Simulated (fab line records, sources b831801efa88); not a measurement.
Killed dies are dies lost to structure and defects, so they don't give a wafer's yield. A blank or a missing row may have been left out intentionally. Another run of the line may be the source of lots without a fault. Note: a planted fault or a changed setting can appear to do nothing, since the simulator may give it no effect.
fab line records | flow sky130 | part 2 of 2: steps 28 to 34 of 34
record: lots: 5 | wafers: 15 | last_day: 50
route steps=708 shown CAP2M@603 METAL4@621
lots that met no fault: taken from a fault-free run of the same line
start_h: start of the lot's first displayed wafer, in hours after the record's first day | wait_h: how many hours have passed since the lot's step before this one | " unchanged from the row above | L1.1+2: a row that stands for several wafers | - either no value or no given start | * or withheld: withheld | < > ~ a bound
route shown NAME@n: NAME is a module with steps in the file, n the number in the route of the first one | usual: mean/standard deviation of fault-free wafers | same: alike in all rows | chamber/n: place in a boat | sites: the reading at each site | _std_site: the values' standard deviation | _edge_site: mean of outer sites minus mean of inner sites | radius_mm: how far each site lies from the wafer's centre | mask NAME#n: copy n | behind: tool/chamber where the wafer was last shaped | hold: cause of the lot's hold/its duration in hours/its outcome | device: whichever transistor did not switch (one of n, p or np) | end of line: tests of these same wafers at the route's end | a step given without rows: its recipe and nothing more | killed: at the first sort, the dies lost to defects and structure; wafer yield is something else | map: the dies of a wafer, with x for killed, . for not killed, _ for no die there
set.NAME: setting as actually run; set.NAME@STEP: the setting as run at that earlier step | model.NAME: the simulator's own value behind a step, which no gauge read
a table for each step, a row for each wafer; lots at some steps of the route
services: from which hour (start_h, from the record's first day; less than 0 if before it) a tool's chamber was out of use, for how many hours, and why
== steps ==
step: SKY_METAL4_OVL_MEAS_14
usual: METAL4_OVL: 0/4.9
lot.wafer | tool       | chamber | start_h | wait_h | METAL4_OVL[nm]
L075.2    | overlay-01 | -       | 981.02  | 0.1    | -1
L075.3    | "          | -       | "       | "      | -6
L075.5    | "          | -       | "       | "      | 0
L086.3    | overlay-01 | -       | 1058.97 | 0.1    | -2
L086.5    | "          | -       | "       | "      | 2
L086.6    | "          | -       | "       | "      | 5
L090.1    | overlay-02 | -       | 1081.35 | 0.1    | 0
L090.2    | "          | -       | "       | "      | 8
L090.4    | "          | -       | "       | "      | 6
L094.4    | overlay-01 | -       | 1113.97 | 0.1    | 2
L094.5    | "          | -       | "       | "      | -4
L094.6    | "          | -       | "       | "      | 1
L097.3    | overlay-01 | -       | 1122.83 | 0.1    | 5
L097.4    | "          | -       | "       | "      | 3
L097.5    | "          | -       | "       | "      | 5
step: SKY_METAL4_DESCUM_15
recipe: chemistry: O2 | source_power_w: 150 | bias_power_w: 0 | pressure_mtorr: 10 | temp_c: 40 | time_s: 8
usual: drypump_motor_current_A: 5.6/0.58 | oes_product_au: 0.994/0.0084 | rf_fwd_power_W: 146.5/0.53
lot.wafer | tool         | chamber | start_h | wait_h | drypump_motor_current_A | oes_product_au | rf_fwd_power_W | rf_hours_counter_h
L075.2    | rie_metal-04 | 0       | 981.05  | 0.0    | 5.1                     | 1.010          | 147.5          | 9
L075.3    | "            | 1       | "       | "      | 4.7                     | 0.993          | 146.4          | -
L075.5    | "            | 1       | "       | "      | 4.7                     | 0.980          | 146.3          | -
L086.3    | rie_metal-03 | 1       | 1059.02 | 0.0    | 5.8                     | 0.999          | 146.6          | -
L086.5    | "            | 1       | "       | "      | 5.8                     | 0.999          | 146.7          | -
L086.6    | "            | 1       | "       | "      | 5.8                     | 0.995          | 146.9          | -
L090.1    | rie_metal-02 | 1       | 1081.38 | 0.0    | 5.4                     | 0.994          | 145.9          | 2
L090.2    | "            | 0       | "       | "      | 6.3                     | 0.992          | 146.4          | 16
L090.4    | "            | 0       | "       | "      | 6.4                     | 0.978          | 146.1          | -
L094.4    | rie_metal-02 | 0       | 1113.99 | 0.0    | 6.3                     | 0.992          | 146.5          | -
L094.5    | "            | 1       | "       | "      | 5.4                     | 0.996          | 145.7          | -
L094.6    | "            | 0       | "       | "      | 6.4                     | 1.002          | 146.4          | -
L097.3    | rie_metal-02 | 1       | 1122.86 | 0.0    | 5.3                     | 0.998          | 146.2          | -
L097.4    | "            | 0       | "       | "      | 6.3                     | 1.000          | 145.9          | -
L097.5    | "            | 1       | "       | "      | 5.3                     | 0.991          | 146.4          | -
step: SKY_METAL4_ETCH_16
recipe: chemistry: N2/H2 | target: BARC | ion_energy_ev: 200 | bias_w: 100 | pressure_mtorr: 30 | n2_flow_sccm: 100 | h2_flow_sccm: 200 | icp_w: 500 | stop_on: SiO2 | time_s: 88.2 | target_depth_a: 600
usual: drypump_motor_current_A: 5.6/0.58 | oes_product_au: 0.627/0.0044 | rf_fwd_power_W: 496.0/1.6 | throttle_valve_pct: 13.205/0.0083
lot.wafer | tool         | chamber | start_h | wait_h | drypump_motor_current_A | oes_product_au | rf_fwd_power_W | rf_hours_counter_h | throttle_valve_pct
L075.2    | rie_metal-04 | 0       | 981.08  | 0.0    | 5.1                     | 0.633          | 498.9          | 9                  | 13.204
L075.3    | "            | 1       | "       | "      | 4.8                     | 0.632          | 496.3          | -                  | 13.191
L075.5    | "            | 1       | "       | "      | 4.8                     | 0.626          | 495.3          | -                  | 13.213
L086.3    | rie_metal-03 | 1       | 1059.13 | 0.1    | 5.8                     | 0.634          | 494.7          | -                  | 13.208
L086.5    | "            | 1       | "       | "      | 5.8                     | 0.622          | 495.9          | -                  | 13.217
L086.6    | "            | 1       | "       | "      | 5.8                     | 0.614          | 493.2          | -                  | 13.209
L090.1    | rie_metal-02 | 1       | 1081.42 | 0.0    | 5.3                     | 0.627          | 495.4          | 2                  | 13.203
L090.2    | "            | 0       | "       | "      | 6.4                     | 0.625          | 497.4          | 16                 | 13.212
L090.4    | "            | 0       | "       | "      | 6.4                     | 0.626          | 497.9          | -                  | 13.195
L094.4    | rie_metal-02 | 0       | 1114.05 | 0.0    | 6.3                     | 0.626          | 497.6          | -                  | 13.206
L094.5    | "            | 1       | "       | "      | 5.3                     | 0.627          | 493.9          | -                  | 13.204
L094.6    | "            | 0       | "       | "      | 6.4                     | 0.623          | 496.1          | -                  | 13.204
L097.3    | rie_metal-02 | 1       | 1122.92 | 0.0    | 5.3                     | 0.625          | 498.1          | -                  | 13.208
L097.4    | "            | 0       | "       | "      | 6.4                     | 0.637          | 496.3          | -                  | 13.201
L097.5    | "            | 1       | "       | "      | 5.3                     | 0.628          | 495.7          | -                  | 13.205
step: SKY_METAL4_ETCH_17
recipe: target: SiO2 | stop_on: TiN | chemistry: C4F8/O2/Ar | source_w: 1500 | bias_w: 1200 | pressure_mtorr: 40 | c4f8_flow_sccm: withheld | O2_flow_sccm: 6 | Ar_flow_sccm: 300 | time_s: 3.9 | target_depth_a: 150
usual: oes_product_au: 0.753/0.0076 | rf_fwd_power_W: 1468/5.7
lot.wafer | tool        | chamber | start_h | wait_h | oes_product_au | rf_fwd_power_W
L075.2    | rie_diel-01 | 2       | 981.18  | 0.1    | 0.745          | 1461
L075.3    | "           | 0       | "       | "      | 0.744          | 1471
L075.5    | "           | 3       | "       | "      | 0.752          | 1467
L086.3    | rie_diel-03 | 0       | 1059.26 | 0.1    | 0.743          | 1483
L086.5    | "           | 1       | "       | "      | 0.753          | 1471
L086.6    | "           | 2       | "       | "      | 0.752          | 1469
L090.1    | rie_diel-01 | 0       | 1081.51 | 0.1    | 0.746          | 1473
L090.2    | "           | 2       | "       | "      | 0.757          | 1471
L090.4    | "           | 1       | "       | "      | 0.745          | 1466
L094.4    | rie_diel-01 | 0       | 1114.11 | 0.0    | 0.770          | 1475
L094.5    | "           | 0       | "       | "      | 0.761          | 1477
L094.6    | "           | 1       | "       | "      | 0.762          | 1464
L097.3    | rie_diel-03 | 2       | 1122.98 | 0.0    | 0.739          | 1461
L097.4    | "           | 1       | "       | "      | 0.755          | 1471
L097.5    | "           | 1       | "       | "      | 0.758          | 1474
step: SKY_METAL4_METAL_ETCH_18
recipe: target_depth_a: 8450 | stop_on: SiO2 | over_etch_frac: 0.3 | time_s: 183.1 | chemistry: Cl2/BCl3 | resist_sidewall_deg: 88 | pressure_mtorr: 10 | icp_w: 900 | bias_w: 48.5 | Cl2_flow_sccm: 60 | bcl3_flow_sccm: 30
usual: drypump_motor_current_A: 5.5/0.48 | oes_product_au: 0.867/0.0058 | rf_fwd_power_W: 895.5/2.8 | throttle_valve_pct: 22.263/0.0089
lot.wafer | tool         | chamber | start_h | wait_h | drypump_motor_current_A | oes_product_au | rf_fwd_power_W | rf_hours_counter_h | throttle_valve_pct
L075.2    | rie_metal-02 | 0       | 981.20  | 0.0    | 6.4                     | 0.864          | 894.6          | 9                  | 22.250
L075.3    | "            | 0       | "       | "      | 6.4                     | 0.867          | 892.2          | -                  | 22.250
L075.5    | "            | 1       | "       | "      | 5.3                     | 0.865          | 900.8          | -                  | 22.265
L086.3    | rie_metal-02 | 0       | 1059.33 | 0.1    | 6.4                     | 0.860          | 895.2          | -                  | 22.273
L086.5    | "            | 1       | "       | "      | 5.3                     | 0.859          | 897.5          | -                  | 22.260
L086.6    | "            | 0       | "       | "      | 6.4                     | 0.864          | 898.8          | -                  | 22.263
L090.1    | rie_metal-03 | 1       | 1081.53 | 0.0    | 5.8                     | 0.870          | 895.5          | 25                 | 22.268
L090.2    | "            | 0       | "       | "      | 5.6                     | 0.867          | 893.4          | 14                 | 22.271
L090.4    | "            | 0       | "       | "      | 5.6                     | 0.870          | 896.6          | -                  | 22.248
L094.4    | rie_metal-04 | 0       | 1114.19 | 0.1    | 5.1                     | 0.870          | 895.5          | -                  | 22.257
L094.5    | "            | 1       | "       | "      | 4.7                     | 0.871          | 897.9          | -                  | 22.265
L094.6    | "            | 0       | "       | "      | 5.1                     | 0.864          | 892.5          | -                  | 22.253
L097.3    | rie_metal-04 | 0       | 1123.06 | 0.1    | 5.1                     | 0.870          | 897.5          | -                  | 22.271
L097.4    | "            | 1       | "       | "      | 4.7                     | 0.858          | 892.9          | -                  | 22.258
L097.5    | "            | 1       | "       | "      | 4.7                     | 0.870          | 890.2          | -                  | 22.275
step: SKY_METAL4_STRIP_19
recipe: chemistry: O2/N2 | power_w: 1400 | pressure_mtorr: 1500 | platen_temp_c: withheld | o2_flow_sccm: 3000 | n2_flow_sccm: 300 | overash_fraction: 0.5
usual: drypump_motor_current_A: 5.8/0.44 | oes_product_au: 0.504/0.0055 | strip_time_to_endpoint_s: 6.57/0.071
lot.wafer | tool            | chamber | start_h | wait_h | drypump_motor_current_A | oes_product_au | rf_hours_counter_h | strip_time_to_endpoint_s
L075.2    | plasma_asher-03 | 0       | 981.38  | 0.1    | 5.7                     | 0.504          | 55                 | 6.59
L075.3    | "               | 1       | "       | "      | 5.9                     | 0.499          | -                  | 6.59
L075.5    | "               | 1       | "       | "      | 5.9                     | 0.505          | -                  | 6.63
L086.3    | plasma_asher-03 | 0       | 1059.49 | 0.1    | 5.6                     | 0.496          | -                  | 6.61
L086.5    | "               | 0       | "       | "      | 5.7                     | 0.504          | -                  | 6.64
L086.6    | "               | 1       | "       | "      | 5.9                     | 0.501          | -                  | 6.64
L090.1    | plasma_asher-01 | 0       | 1081.71 | 0.1    | 6.1                     | 0.498          | 2                  | 6.50
L090.2    | "               | 1       | "       | "      | 6.0                     | 0.506          | 2                  | 6.67
L090.4    | "               | 1       | "       | "      | 5.9                     | 0.504          | -                  | 6.63
L094.4    | plasma_asher-02 | 1       | 1114.34 | 0.1    | 5.1                     | 0.497          | -                  | 6.41
L094.5    | "               | 1       | "       | "      | 5.1                     | 0.497          | -                  | 6.54
L094.6    | "               | 0       | "       | "      | 6.4                     | 0.501          | -                  | 6.51
L097.3    | plasma_asher-03 | 1       | 1123.21 | 0.1    | 5.9                     | 0.501          | -                  | 6.50
L097.4    | "               | 0       | "       | "      | 5.7                     | 0.499          | -                  | 6.60
L097.5    | "               | 0       | "       | "      | 5.7                     | 0.506          | -                  | 6.59
step: SKY_METAL4_STRIP_20
recipe: chemistry: post_etch_residue_remover | time_s: 1200 | temp_c: 72.5
lot.wafer  | tool         | chamber | start_h | wait_h
L075.2+3+5 | wet_bench-04 | 2       | 981.48  | 0.1
L086.3+5+6 | wet_bench-04 | 1       | 1059.55 | 0.0
L090.1+2+4 | wet_bench-04 | 2       | 1081.84 | 0.1
L094.4+5+6 | wet_bench-01 | 2       | 1114.41 | 0.0
L097.3+4+5 | wet_bench-01 | 2       | 1123.28 | 0.0
== services ==
tool             | chamber | start_h | hours | kind
rie_metal-02     | -       | 911.34  | 12.2  | repair
krf_scanner-01   | -       | 920.47  | 0.8   | pm
krf_scanner-01   | -       | 922.14  | 12.6  | repair
rie_diel-01      | 1       | 932.90  | 3.6   | repair
krf_scanner-01   | -       | 938.93  | 1.0   | pm
pvd_sputter-02   | -       | 940.40  | 1.9   | repair
plasma_asher-02  | -       | 946.07  | 0.6   | repair
rie_diel-01      | 0       | 960.96  | 5.5   | repair
rie_metal-01     | -       | 965.98  | 1.0   | repair
wet_bench-03     | -       | 968.10  | 5.3   | repair
wet_bench-03     | -       | 981.10  | 1.9   | pm
iline_stepper-02 | -       | 984.71  | 4.4   | pm
rie_diel-01      | -       | 1006.01 | 2.8   | pm
plasma_asher-03  | -       | 1011.69 | 3.7   | repair
iline_stepper-02 | -       | 1017.48 | 1.7   | pm
rie_diel-01      | -       | 1026.44 | 14.6  | pm
rie_metal-01     | -       | 1030.40 | 2.8   | pm
rie_metal-04     | -       | 1032.98 | 2.8   | pm
plasma_asher-03  | -       | 1040.95 | 2.7   | repair
rie_diel-01      | 0       | 1043.58 | 13.4  | repair
wet_bench-02     | -       | 1047.65 | 1.2   | repair
rie_metal-03     | 0       | 1050.67 | 18.6  | repair
krf_scanner-01   | -       | 1077.17 | 1.3   | pm
krf_scanner-01   | -       | 1089.27 | 0.8   | pm
